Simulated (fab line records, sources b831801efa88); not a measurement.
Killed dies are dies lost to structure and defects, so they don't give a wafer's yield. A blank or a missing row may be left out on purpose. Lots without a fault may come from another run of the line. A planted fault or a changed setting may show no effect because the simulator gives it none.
A struck lot beside a sound one | flow sky130 | 16 steps out of a route of 708
Sound: wafers L386.2, L386.4, L386.5. Struck: wafer L399.4. (L399.2, L399.6 of the same lot were not struck and are left out.) The cause comes at the end.
At each step with rows: each side's tool, then ch and its chambers, then its first start. Under that, the readings that differ: sound wafers | struck wafers | difference of the means | sigmas: that difference in standard deviations of wafers without a fault.
alike: readings whose means differ by less than 2 such deviations, and words and numbers that are the same on both sides. not compared: withheld readings, readings that some wafer has no value for, bounds like >300 that may hide the same value, and numbers for which the record gives no deviation and whose values overlap.
The two part at a step that has a row with sigmas, a row that says differs or no value, or rows on one side only. Numbers that don't overlap but have no deviation are shown without sigmas and don't part them. A reading that every wafer of one side lacks parts them only if that side has two wafers or more.

first, 3 steps without rows for these wafers: SKY_METAL2_EXPOSE_12 (exposes mask MM2, target cd 140 nm); SKY_METAL2_PEB_13; SKY_METAL2_DEVELOP_14 (develop time 60 s).
SKY_METAL2_CD_MEAS_15: target cd 140 nm.
  sound on cd_sem-02, day 37 07:09; struck on cd_sem-01, day 41 01:02
  alike: cd_nm
SKY_METAL2_OVL_MEAS_16:
  sound on overlay-01, day 37 07:16; struck on overlay-01, day 41 01:08
  alike: METAL2_OVL
SKY_METAL2_DESCUM_17: chemistry O2, time 8 s.
  sound on rie_metal-03 ch 0,1, day 37 07:17; struck on rie_metal-03 ch 1, day 41 01:10
  reading               | sound             | struck | difference | sigmas
  oes_product_au (a.u.) | 1.019 1.009 1.009 | 0.994  | -0.018     | -2
  alike: drypump_motor_current_A
  not compared: rf_hours_counter_h
SKY_METAL2_ETCH_18: etches BARC in N2/H2, stops on SiO2, time 45.9 s, target depth 60 nm.
  sound on rie_metal-03 ch 0,1, day 37 07:19; struck on rie_metal-03 ch 1, day 41 01:12
  alike: drypump_motor_current_A, n2_flow_sccm, oes_product_au, throttle_valve_pct
  not compared: rf_hours_counter_h
SKY_METAL2_METAL_ETCH_19: etches the open film in Cl2/BCl3, stops on SiO2, target depth 360 nm, time 78 s.
  sound on rie_metal-03 ch 0,1, day 37 07:23; struck on rie_metal-03 ch 1, day 41 01:16
  alike: drypump_motor_current_A, oes_product_au, throttle_valve_pct
  not compared: rf_hours_counter_h
SKY_METAL2_STRIP_20: strips in O2/N2.
  sound on plasma_asher-04 ch 1, day 37 07:29; struck on plasma_asher-01 ch 1, day 41 01:22
  reading                     | sound          | struck | difference | sigmas
  drypump_motor_current_A (A) | 5.82 5.79 5.82 | 5.33   | -0.48      | -3
  alike: n2_flow_sccm, oes_product_au, strip_time_to_endpoint_s
  not compared: rf_hours_counter_h
then, 3 steps without rows for these wafers: SKY_METAL2_STRIP_21 (strips in post etch residue remover, time 1200 s); SKY_METAL2_CLEAN_22 (cleans in IPA, time 180 s); SKY_METAL2_CLEAN_23 (cleans in O3/DIW).
SKY_VIA2_HDPCVD_00: deposits SiO2, target thk 1180 nm, time 196.7 s.
  sound on hdpcvd-01 ch 0,1, day 37 08:04; struck on hdpcvd-01 ch 0, day 41 01:59
  reading                                  | sound          | struck | difference | sigmas
  model.SiO2_of_VIA2_HDPCVD_00.thk_nm (nm) | 1152 1177 1178 | 1906   | +737       |
SKY_VIA2_THK_MEAS_01:
  sound on film_metro-03, day 37 08:13; struck on film_metro-02, day 41 02:08
  reading              | sound          | struck | difference | sigmas
  VIA2_HDPCVD_THK (nm) | 1152 1177 1178 | 1905   | +736       | +67
SKY_VIA2_CMP_02: polishes SiO2.
  sound on cmp-01 ch 1,2, day 37 08:16; struck on cmp-02 ch 1, day 41 02:14
  alike: motor_current_A
-- the record jumps here: 9 days lie between the struck wafers' starts before and after (it left off in module VIA2 and takes up again in module PAD_OPEN, whose first step shown is number 708 of the route) --
SKY_PAD_OPEN_PROBE_99:
  the record has rows for the struck wafers here (prober-01, day 50 07:42) and none for the sound ones

WHERE THEY PART
First at SKY_METAL2_DESCUM_17; last, within this record, at SKY_PAD_OPEN_PROBE_99.

WHY: what the simulator had put in
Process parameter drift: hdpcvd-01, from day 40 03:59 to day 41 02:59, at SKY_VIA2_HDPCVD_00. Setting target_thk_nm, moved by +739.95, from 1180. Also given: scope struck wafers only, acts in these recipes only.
